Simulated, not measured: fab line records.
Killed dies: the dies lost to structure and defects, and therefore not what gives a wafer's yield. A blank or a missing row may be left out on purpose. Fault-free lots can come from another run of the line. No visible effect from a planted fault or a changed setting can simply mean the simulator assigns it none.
fab line records	flow sky130	part 1 of 2: steps 1 to 35 of 47
record lots=5	wafers=15	lastDay=50
route steps=708 shown LDD_HVN@267 LDD_HVP@278 LDD_LDN@289 SPACER@304 POLY_CUT@307
lots that met no fault: taken from a fault-free run of the same line
startH: start of the lot's first displayed wafer, in hours after the record's first day	waitH: hours elapsed since this lot's preceding step	" unchanged from the row above	L1.1+2: a row that stands for several wafers	- no value, or no start was given	* or withheld: withheld	< > ~ a bound
route shown NAME@n: names a module that has steps shown in the file, with the first one's number in the route	usual: average and standard deviation across the fault-free wafers	same: alike in all rows	chamber/n: place in a boat	sites: readings site by site	_std_site: how widely they spread, as a standard deviation	_edge_site: inner sites' mean taken away from outer sites' mean	radiusMm: for every site, how far away it sits from the centre of the wafer	mask NAME#n: copy n	behind: the most recent tool/chamber to have shaped the wafer	hold: what put the lot on hold/how long, in hours/how the hold closed	device: the transistor (n, p or np) that didn't switch	end of line: at the end of the route, the tests of the same wafers	a step with no rows: only its recipe	killed: dies lost to structure and defects at the first sort, not the wafer's yield	map: dies across one wafer; x = killed, . = not, _ = none there
set.NAME: setting as actually run; set.NAME@STEP: the setting as run at that earlier step	model.NAME: the simulator's own value behind a step, which no gauge read
lots at selected steps of the route; one table per step, one row per wafer
services: a tool's chamber out of use, with start hour (startH, from the record's first day; less than 0 if before it), hours out, and reason
## steps
# step SKY_LDD_HVN_DEHYDRATE_00
# recipe tempC=200	timeS=60
# same timeS=60
lot.wafer	tool	chamber	startH	waitH
L078.3+4+5	lithoTrack-04	0	487.65	15.4
L080.3+4+6	lithoTrack-02	0	514.08	14.2
L088.1+3+4	lithoTrack-03	0	578.64	14.3
L089.3+4+6	lithoTrack-04	0	582.20	14.8
L096.1+2+6	lithoTrack-03	0	640.59	13.7
# step SKY_LDD_HVN_HMDS_01
# recipe primeTimeS=60	primeTempC=120
# same primeTimeS=60
lot.wafer	tool	chamber	startH	waitH
L078.3+4+5	lithoTrack-04	0	487.80	0.1
L080.3+4+6	lithoTrack-02	0	514.23	0.1
L088.1+3+4	lithoTrack-03	0	578.79	0.1
L089.3+4+6	lithoTrack-04	0	582.35	0.1
L096.1+2+6	lithoTrack-03	0	640.74	0.1
# step SKY_LDD_HVN_COAT_02
# recipe resist=NOVOLAK	spinRpm=3000	resistThkNm=300
lot.wafer	tool	chamber	startH	waitH
L078.3+4+5	lithoTrack-04	0	487.95	0.1
L080.3+4+6	lithoTrack-02	0	514.38	0.1
L088.1+3+4	lithoTrack-03	0	578.94	0.1
L089.3+4+6	lithoTrack-04	0	582.50	0.1
L096.1+2+6	lithoTrack-03	0	640.89	0.1
# step SKY_LDD_HVN_SOFTBAKE_03
# recipe tempC=90	timeS=60	resist=NOVOLAK
# same timeS=60
lot.wafer	tool	chamber	startH	waitH
L078.3+4+5	lithoTrack-04	0	488.10	0.1
L080.3+4+6	lithoTrack-02	0	514.53	0.1
L088.1+3+4	lithoTrack-03	0	579.09	0.1
L089.3+4+6	lithoTrack-04	0	582.65	0.1
L096.1+2+6	lithoTrack-03	0	641.04	0.1
# step SKY_LDD_HVN_EXPOSE_04
# recipe maskId=HVNTM	na=0.6	sourceShape=conventional	sigmaOuter=0.6	polarization=unpolarized	targetCdNm=700	doseMj=127
# usual stageVelMmS=500.02/0.21
lot.wafer	tool	chamber	startH	waitH	mask	stageVelMmS
L078.3	ilineStepper-01	0	-	-	HVNTM#0	499.97
L078.4	"	0	"	"	HVNTM#0	499.90
L078.5	"	0	"	"	HVNTM#0	499.88
L080.3	ilineStepper-01	0	-	-	HVNTM#0	500.22
L080.4	"	0	"	"	HVNTM#0	500.10
L080.6	"	0	"	"	HVNTM#0	499.78
L088.1	ilineStepper-01	0	-	-	HVNTM#0	500.41
L088.3	"	0	"	"	HVNTM#0	500.75
L088.4	"	0	"	"	HVNTM#0	500.38
L089.3	ilineStepper-02	0	-	-	HVNTM#0	499.72
L089.4	"	0	"	"	HVNTM#0	500.24
L089.6	"	0	"	"	HVNTM#0	500.18
L096.1	ilineStepper-02	0	-	-	HVNTM#0	500.35
L096.2	"	0	"	"	HVNTM#0	499.90
L096.6	"	0	"	"	HVNTM#0	500.18
# step SKY_LDD_HVN_PEB_05
# recipe tempC=withheld	timeS=*	resist=NOVOLAK
# same timeS=*
lot.wafer	tool	chamber	startH	waitH
L078.3+4+5	lithoTrack-04	0	-	-
L080.3+4+6	lithoTrack-04	0	-	-
L088.1+3+4	lithoTrack-04	0	-	-
L089.3+4+6	lithoTrack-02	0	-	-
L096.1+2+6	lithoTrack-04	0	-	-
# step SKY_LDD_HVN_DEVELOP_06
# recipe resist=NOVOLAK	developer=TMAH	developTimeS=60	devTempC=23
lot.wafer	tool	chamber	startH	waitH
L078.3+4+5	lithoTrack-04	0	502.80	0.1
L080.3+4+6	lithoTrack-04	0	530.40	0.1
L088.1+3+4	lithoTrack-04	0	594.05	0.1
L089.3+4+6	lithoTrack-02	0	597.13	0.1
L096.1+2+6	lithoTrack-04	0	654.55	0.1
# step SKY_LDD_HVN_OVL_MEAS_07
# usual LDD_HVN_OVL=0.0/1.5
lot.wafer	tool	chamber	startH	waitH	LDD_HVN_OVL[nm]
L078.3	overlay-01	-	502.91	0.1	-1.8
L078.4	"	-	"	"	-0.8
L078.5	"	-	"	"	-2.0
L080.3	overlay-01	-	530.51	0.1	-0.9
L080.4	"	-	"	"	1.4
L080.6	"	-	"	"	1.8
L088.1	overlay-02	-	594.20	0.1	-0.4
L088.3	"	-	"	"	0.1
L088.4	"	-	"	"	0.6
L089.3	overlay-02	-	597.24	0.1	1.4
L089.4	"	-	"	"	1.1
L089.6	"	-	"	"	1.4
L096.1	overlay-01	-	654.70	0.1	0.3
L096.2	"	-	"	"	-0.2
L096.6	"	-	"	"	1.3
# step SKY_LDD_HVN_IMPLANT_08
# recipe species=P	energyKev=60	doseCm2=3e+13	tiltDeg=40
lot.wafer	tool	chamber	startH	waitH
L078.3+4+5	implanter-02	0	502.98	0.1
L080.3+4+6	implanter-03	0	530.58	0.1
L088.1+3+4	implanter-01	0	594.23	0.0
L089.3+4+6	implanter-03	0	597.32	0.1
L096.1+2+6	implanter-02	0	654.73	0.0
# step SKY_LDD_HVN_STRIP_09
# recipe chemistry=O2/N2	powerW=1400	pressureMtorr=1500	platenTempC=withheld	o2FlowSccm=3000	n2FlowSccm=300	overashFraction=0.5
# usual drypumpMotorCurrentA=5.5/0.47	oesProductAu=0.408/0.0044	stripTimeToEndpointS=4.131/0.014
# same overashFraction=0.5
lot.wafer	tool	chamber	startH	waitH	drypumpMotorCurrentA	oesProductAu	rfHoursCounterH	stripTimeToEndpointS
L078.3	plasmaAsher-04	0	503.12	0.1	4.8	0.413	-	4.121
L078.4	"	1	"	"	6.1	0.411	-	4.130
L078.5	"	1	"	"	6.1	0.410	-	4.136
L080.3	plasmaAsher-02	1	530.72	0.1	5.1	0.406	-	4.124
L080.4	"	0	"	"	5.1	0.409	-	4.118
L080.6	"	1	"	"	5.1	0.410	-	4.113
L088.1	plasmaAsher-01	1	594.38	0.1	5.4	0.413	48	4.108
L088.3	"	1	"	"	5.4	0.409	-	4.133
L088.4	"	0	"	"	6.0	0.415	-	4.105
L089.3	plasmaAsher-02	1	597.45	0.1	5.1	0.408	-	4.155
L089.4	"	0	"	"	5.2	0.399	-	4.143
L089.6	"	1	"	"	5.1	0.404	-	4.158
L096.1	plasmaAsher-04	0	654.88	0.1	4.8	0.414	91	4.115
L096.2	"	1	"	"	6.1	0.412	91	4.116
L096.6	"	0	"	"	4.8	0.406	-	4.130
# step SKY_LDD_HVN_TW_MEAS_10
# usual LDD_HVN_TW=1433/12
lot.wafer	tool	chamber	startH	waitH	LDD_HVN_TW
L078.3	filmMetro-04	-	503.20	0.1	1407
L078.4	"	-	"	"	1412
L078.5	"	-	"	"	1416
L080.3	filmMetro-02	-	530.80	0.1	1431
L080.4	"	-	"	"	1431
L080.6	"	-	"	"	1445
L088.1	filmMetro-02	-	594.48	0.1	1445
L088.3	"	-	"	"	1441
L088.4	"	-	"	"	1449
L089.3	filmMetro-01	-	597.54	0.1	1430
L089.4	"	-	"	"	1436
L089.6	"	-	"	"	1435
L096.1	filmMetro-04	-	654.98	0.1	1411
L096.2	"	-	"	"	1417
L096.6	"	-	"	"	1418
# step SKY_LDD_HVP_DEHYDRATE_00
# recipe tempC=200	timeS=60
# same timeS=60
lot.wafer	tool	chamber	startH	waitH
L078.3+4+5	lithoTrack-02	0	517.88	14.7
L080.3+4+6	lithoTrack-02	0	545.38	14.6
L088.1+3+4	lithoTrack-04	0	608.80	14.3
L089.3+4+6	lithoTrack-04	0	611.75	14.2
L096.1+2+6	lithoTrack-01	0	668.69	13.7
# step SKY_LDD_HVP_HMDS_01
# recipe primeTimeS=60	primeTempC=120
# same primeTimeS=60
lot.wafer	tool	chamber	startH	waitH
L078.3+4+5	lithoTrack-02	0	518.03	0.1
L080.3+4+6	lithoTrack-02	0	545.53	0.1
L088.1+3+4	lithoTrack-04	0	608.95	0.1
L089.3+4+6	lithoTrack-04	0	611.90	0.1
L096.1+2+6	lithoTrack-01	0	668.84	0.1
# step SKY_LDD_HVP_COAT_02
# recipe resist=NOVOLAK	spinRpm=3000	resistThkNm=300
lot.wafer	tool	chamber	startH	waitH
L078.3+4+5	lithoTrack-02	0	518.18	0.1
L080.3+4+6	lithoTrack-02	0	545.68	0.1
L088.1+3+4	lithoTrack-04	0	609.10	0.1
L089.3+4+6	lithoTrack-04	0	612.05	0.1
L096.1+2+6	lithoTrack-01	0	668.99	0.1
# step SKY_LDD_HVP_SOFTBAKE_03
# recipe tempC=90	timeS=60	resist=NOVOLAK
# same timeS=60
lot.wafer	tool	chamber	startH	waitH
L078.3+4+5	lithoTrack-02	0	518.33	0.1
L080.3+4+6	lithoTrack-02	0	545.83	0.1
L088.1+3+4	lithoTrack-04	0	609.25	0.1
L089.3+4+6	lithoTrack-04	0	612.20	0.1
L096.1+2+6	lithoTrack-01	0	669.14	0.1
# step SKY_LDD_HVP_EXPOSE_04
# recipe maskId=HVPTM	na=0.6	sourceShape=conventional	sigmaOuter=0.6	polarization=unpolarized	targetCdNm=700	doseMj=86
# usual stageVelMmS=499.94/0.24
lot.wafer	tool	chamber	startH	waitH	mask	stageVelMmS
L078.3	ilineStepper-01	0	-	-	HVPTM#0	500.00
L078.4	"	0	"	"	HVPTM#0	499.85
L078.5	"	0	"	"	HVPTM#0	499.74
L080.3	ilineStepper-01	0	-	-	HVPTM#0	499.54
L080.4	"	0	"	"	HVPTM#0	499.48
L080.6	"	0	"	"	HVPTM#0	499.83
L088.1	ilineStepper-01	0	-	-	HVPTM#0	499.76
L088.3	"	0	"	"	HVPTM#0	499.79
L088.4	"	0	"	"	HVPTM#0	499.66
L089.3	ilineStepper-02	0	-	-	HVPTM#0	500.27
L089.4	"	0	"	"	HVPTM#0	500.06
L089.6	"	0	"	"	HVPTM#0	500.10
L096.1	ilineStepper-02	0	-	-	HVPTM#0	499.85
L096.2	"	0	"	"	HVPTM#0	499.84
L096.6	"	0	"	"	HVPTM#0	500.00
# step SKY_LDD_HVP_PEB_05
# recipe tempC=withheld	timeS=*	resist=NOVOLAK
# same timeS=*
lot.wafer	tool	chamber	startH	waitH
L078.3+4+5	lithoTrack-01	0	-	-
L080.3+4+6	lithoTrack-04	0	-	-
L088.1+3+4	lithoTrack-02	0	-	-
L089.3+4+6	lithoTrack-02	0	-	-
L096.1+2+6	lithoTrack-04	0	-	-
# step SKY_LDD_HVP_DEVELOP_06
# recipe resist=NOVOLAK	developer=TMAH	developTimeS=60	devTempC=23
lot.wafer	tool	chamber	startH	waitH
L078.3+4+5	lithoTrack-01	0	533.69	0.1
L080.3+4+6	lithoTrack-04	0	560.70	0.1
L088.1+3+4	lithoTrack-02	0	623.58	0.1
L089.3+4+6	lithoTrack-02	0	626.58	0.1
L096.1+2+6	lithoTrack-04	0	682.35	0.1
# step SKY_LDD_HVP_OVL_MEAS_07
# usual LDD_HVP_OVL=-0.2/1.4
lot.wafer	tool	chamber	startH	waitH	LDD_HVP_OVL[nm]
L078.3	overlay-01	-	533.81	0.1	-2.0
L078.4	"	-	"	"	-1.3
L078.5	"	-	"	"	0.2
L080.3	overlay-01	-	560.81	0.1	1.0
L080.4	"	-	"	"	0.0
L080.6	"	-	"	"	-0.4
L088.1	overlay-01	-	623.73	0.1	-3.4
L088.3	"	-	"	"	-3.3
L088.4	"	-	"	"	-2.6
L089.3	overlay-02	-	626.69	0.1	-0.3
L089.4	"	-	"	"	1.8
L089.6	"	-	"	"	0.6
L096.1	overlay-01	-	682.50	0.1	-2.1
L096.2	"	-	"	"	0.5
L096.6	"	-	"	"	-0.2
# step SKY_LDD_HVP_IMPLANT_08
# recipe species=B	energyKev=20	doseCm2=1.7e+13	tiltDeg=17.9
lot.wafer	tool	chamber	startH	waitH
L078.3+4+5	implanter-03	0	533.88	0.1
L080.3+4+6	implanter-03	0	560.88	0.1
L088.1+3+4	implanter-01	0	623.77	0.0
L089.3+4+6	implanter-01	0	626.77	0.1
L096.1+2+6	implanter-03	0	682.53	0.0
# step SKY_LDD_HVP_STRIP_09
# recipe chemistry=O2/N2	powerW=1400	pressureMtorr=1500	platenTempC=withheld	o2FlowSccm=3000	n2FlowSccm=300	overashFraction=0.5
# usual drypumpMotorCurrentA=5.7/0.4	oesProductAu=0.408/0.0044	stripTimeToEndpointS=4.133/0.013
# same overashFraction=0.5
lot.wafer	tool	chamber	startH	waitH	drypumpMotorCurrentA	oesProductAu	rfHoursCounterH	stripTimeToEndpointS
L078.3	plasmaAsher-02	1	534.01	0.1	5.1	0.412	-	4.114
L078.4	"	0	"	"	5.2	0.413	-	4.137
L078.5	"	1	"	"	5.2	0.405	-	4.115
L080.3	plasmaAsher-02	1	561.01	0.1	5.2	0.408	-	4.133
L080.4	"	0	"	"	5.2	0.412	-	4.142
L080.6	"	0	"	"	5.2	0.417	-	4.139
L088.1	plasmaAsher-01	1	623.92	0.1	5.4	0.403	52	4.131
L088.3	"	0	"	"	6.0	0.414	-	4.149
L088.4	"	1	"	"	5.4	0.401	-	4.114
L089.3	plasmaAsher-03	1	626.90	0.1	6.0	0.412	-	4.141
L089.4	"	0	"	"	6.1	0.413	-	4.162
L089.6	"	0	"	"	6.1	0.412	-	4.152
L096.1	plasmaAsher-03	0	682.68	0.1	6.2	0.411	89	4.166
L096.2	"	1	"	"	6.0	0.416	89	4.150
L096.6	"	1	"	"	6.0	0.407	-	4.140
# step SKY_LDD_HVP_TW_MEAS_10
# usual LDD_HVP_TW=453/4.3
lot.wafer	tool	chamber	startH	waitH	LDD_HVP_TW
L078.3	filmMetro-01	-	534.10	0.1	460
L078.4	"	-	"	"	458
L078.5	"	-	"	"	457
L080.3	filmMetro-01	-	561.10	0.1	454
L080.4	"	-	"	"	454
L080.6	"	-	"	"	455
L088.1	filmMetro-01	-	624.02	0.1	455
L088.3	"	-	"	"	455
L088.4	"	-	"	"	456
L089.3	filmMetro-02	-	626.99	0.1	453
L089.4	"	-	"	"	454
L089.6	"	-	"	"	452
L096.1	filmMetro-02	-	682.78	0.1	458
L096.2	"	-	"	"	456
L096.6	"	-	"	"	457
# step SKY_LDD_LDN_DEHYDRATE_00
# recipe tempC=200	timeS=60
# same timeS=60
lot.wafer	tool	chamber	startH	waitH
L078.3+4+5	lithoTrack-04	0	548.90	14.8
L080.3+4+6	lithoTrack-01	0	575.89	14.8
L088.1+3+4	lithoTrack-03	0	638.09	14.1
L089.3+4+6	lithoTrack-04	0	641.00	14.0
L096.1+2+6	lithoTrack-01	0	695.74	13.0
# step SKY_LDD_LDN_HMDS_01
# recipe primeTimeS=60	primeTempC=120
# same primeTimeS=60
lot.wafer	tool	chamber	startH	waitH
L078.3+4+5	lithoTrack-04	0	549.05	0.1
L080.3+4+6	lithoTrack-01	0	576.04	0.1
L088.1+3+4	lithoTrack-03	0	638.24	0.1
L089.3+4+6	lithoTrack-04	0	641.15	0.1
L096.1+2+6	lithoTrack-01	0	695.89	0.1
# step SKY_LDD_LDN_COAT_02
# recipe resist=NOVOLAK	spinRpm=3000	resistThkNm=1140
lot.wafer	tool	chamber	startH	waitH
L078.3+4+5	lithoTrack-04	0	549.20	0.1
L080.3+4+6	lithoTrack-01	0	576.19	0.1
L088.1+3+4	lithoTrack-03	0	638.39	0.1
L089.3+4+6	lithoTrack-04	0	641.30	0.1
L096.1+2+6	lithoTrack-01	0	696.04	0.1
# step SKY_LDD_LDN_SOFTBAKE_03
# recipe tempC=90	timeS=60	resist=NOVOLAK
# same timeS=60
lot.wafer	tool	chamber	startH	waitH
L078.3+4+5	lithoTrack-04	0	549.35	0.1
L080.3+4+6	lithoTrack-01	0	576.34	0.1
L088.1+3+4	lithoTrack-03	0	638.54	0.1
L089.3+4+6	lithoTrack-04	0	641.45	0.1
L096.1+2+6	lithoTrack-01	0	696.19	0.1
# step SKY_LDD_LDN_EXPOSE_04
# recipe maskId=LDNTM	na=0.6	sourceShape=conventional	sigmaOuter=0.6	polarization=unpolarized	targetCdNm=700	doseMj=140
# usual stageVelMmS=499.97/0.29
lot.wafer	tool	chamber	startH	waitH	mask	stageVelMmS
L078.3	ilineStepper-01	0	-	-	LDNTM#0	500.35
L078.4	"	0	"	"	LDNTM#0	499.82
L078.5	"	0	"	"	LDNTM#0	499.93
L080.3	ilineStepper-02	0	-	-	LDNTM#0	499.84
L080.4	"	0	"	"	LDNTM#0	500.18
L080.6	"	0	"	"	LDNTM#0	499.80
L088.1	ilineStepper-01	0	-	-	LDNTM#0	499.77
L088.3	"	0	"	"	LDNTM#0	499.79
L088.4	"	0	"	"	LDNTM#0	500.15
L089.3	ilineStepper-01	0	-	-	LDNTM#0	500.38
L089.4	"	0	"	"	LDNTM#0	500.03
L089.6	"	0	"	"	LDNTM#0	500.37
L096.1	ilineStepper-02	0	-	-	LDNTM#0	499.97
L096.2	"	0	"	"	LDNTM#0	499.93
L096.6	"	0	"	"	LDNTM#0	500.01
# step SKY_LDD_LDN_PEB_05
# recipe tempC=withheld	timeS=*	resist=NOVOLAK
# same timeS=*
lot.wafer	tool	chamber	startH	waitH
L078.3+4+5	lithoTrack-03	0	-	-
L080.3+4+6	lithoTrack-01	0	-	-
L088.1+3+4	lithoTrack-04	0	-	-
L089.3+4+6	lithoTrack-01	0	-	-
L096.1+2+6	lithoTrack-01	0	-	-
# step SKY_LDD_LDN_DEVELOP_06
# recipe resist=NOVOLAK	developer=TMAH	developTimeS=60	devTempC=23
lot.wafer	tool	chamber	startH	waitH
L078.3+4+5	lithoTrack-03	0	564.19	0.1
L080.3+4+6	lithoTrack-01	0	591.09	0.1
L088.1+3+4	lithoTrack-04	0	652.65	0.1
L089.3+4+6	lithoTrack-01	0	655.09	0.1
L096.1+2+6	lithoTrack-01	0	710.04	0.1
# step SKY_LDD_LDN_OVL_MEAS_07
# usual LDD_LDN_OVL=1.1/1.3
lot.wafer	tool	chamber	startH	waitH	LDD_LDN_OVL[nm]
L078.3	overlay-02	-	564.31	0.1	1.6
L078.4	"	-	"	"	2.1
L078.5	"	-	"	"	1.3
L080.3	overlay-02	-	591.21	0.1	-1.7
L080.4	"	-	"	"	-1.1
L080.6	"	-	"	"	1.8
L088.1	overlay-02	-	652.80	0.1	0.7
L088.3	"	-	"	"	0.6
L088.4	"	-	"	"	-0.1
L089.3	overlay-02	-	655.21	0.1	2.3
L089.4	"	-	"	"	0.8
L089.6	"	-	"	"	1.5
L096.1	overlay-01	-	710.19	0.1	0.1
L096.2	"	-	"	"	1.2
L096.6	"	-	"	"	0.7
# step SKY_LDD_LDN_IMPLANT_08
# recipe species=As	energyKev=15	doseCm2=1.25e+13	tiltDeg=withheld	rotationDeg=23
lot.wafer	tool	chamber	startH	waitH
L078.3+4+5	implanter-01	0	564.38	0.1
L080.3+4+6	implanter-01	0	591.28	0.1
L088.1+3+4	implanter-01	0	652.83	0.0
L089.3+4+6	implanter-01	0	655.28	0.1
L096.1+2+6	implanter-01	0	710.23	0.0
# step SKY_LDD_LDN_IMPLANT_09
# recipe species=As	energyKev=15	doseCm2=1.25e+13	tiltDeg=withheld	rotationDeg=113
lot.wafer	tool	chamber	startH	waitH
L078.3+4+5	implanter-01	0	564.53	0.1
L080.3+4+6	implanter-01	0	591.43	0.1
L088.1+3+4	implanter-01	0	652.98	0.1
L089.3+4+6	implanter-01	0	655.43	0.1
L096.1+2+6	implanter-01	0	710.38	0.1
# step SKY_LDD_LDN_IMPLANT_10
# recipe species=As	energyKev=15	doseCm2=1.25e+13	tiltDeg=withheld	rotationDeg=203
lot.wafer	tool	chamber	startH	waitH
L078.3+4+5	implanter-01	0	564.68	0.1
L080.3+4+6	implanter-01	0	591.58	0.1
L088.1+3+4	implanter-01	0	653.13	0.1
L089.3+4+6	implanter-01	0	655.58	0.1
L096.1+2+6	implanter-01	0	710.53	0.1
# step SKY_LDD_LDN_IMPLANT_11
# recipe species=As	energyKev=15	doseCm2=1.25e+13	tiltDeg=withheld	rotationDeg=293
lot.wafer	tool	chamber	startH	waitH
L078.3+4+5	implanter-01	0	564.83	0.1
L080.3+4+6	implanter-01	0	591.73	0.1
L088.1+3+4	implanter-01	0	653.28	0.1
L089.3+4+6	implanter-01	0	655.73	0.1
L096.1+2+6	implanter-01	0	710.68	0.1
# step SKY_LDD_LDN_STRIP_12
# recipe chemistry=O2/N2	powerW=1400	pressureMtorr=1500	platenTempC=withheld	o2FlowSccm=3000	n2FlowSccm=300	overashFraction=0.5
# usual drypumpMotorCurrentA=5.6/0.55	oesProductAu=0.716/0.0047	stripTimeToEndpointS=14.19/0.037
# same overashFraction=0.5
lot.wafer	tool	chamber	startH	waitH	drypumpMotorCurrentA	oesProductAu	rfHoursCounterH	stripTimeToEndpointS
L078.3	plasmaAsher-04	0	564.96	0.1	4.8	0.725	-	14.26
L078.4	"	1	"	"	6.1	0.706	-	14.25
L078.5	"	0	"	"	4.8	0.724	-	14.23
L080.3	plasmaAsher-03	1	591.86	0.1	6.0	0.719	-	14.11
L080.4	"	0	"	"	6.1	0.711	-	14.10
L080.6	"	0	"	"	6.1	0.718	-	14.13
L088.1	plasmaAsher-04	0	653.43	0.1	4.8	0.724	91	14.14
L088.3	"	1	"	"	6.1	0.714	-	14.18
L088.4	"	0	"	"	4.8	0.709	-	14.19
L089.3	plasmaAsher-04	1	655.86	0.1	6.1	0.702	-	14.26
L089.4	"	0	"	"	4.8	0.709	-	14.24
L089.6	"	0	"	"	4.8	0.718	-	14.24
L096.1	plasmaAsher-04	1	710.83	0.1	6.1	0.711	97	14.19
L096.2	"	0	"	"	4.8	0.715	97	14.21
L096.6	"	0	"	"	4.9	0.720	-	14.15
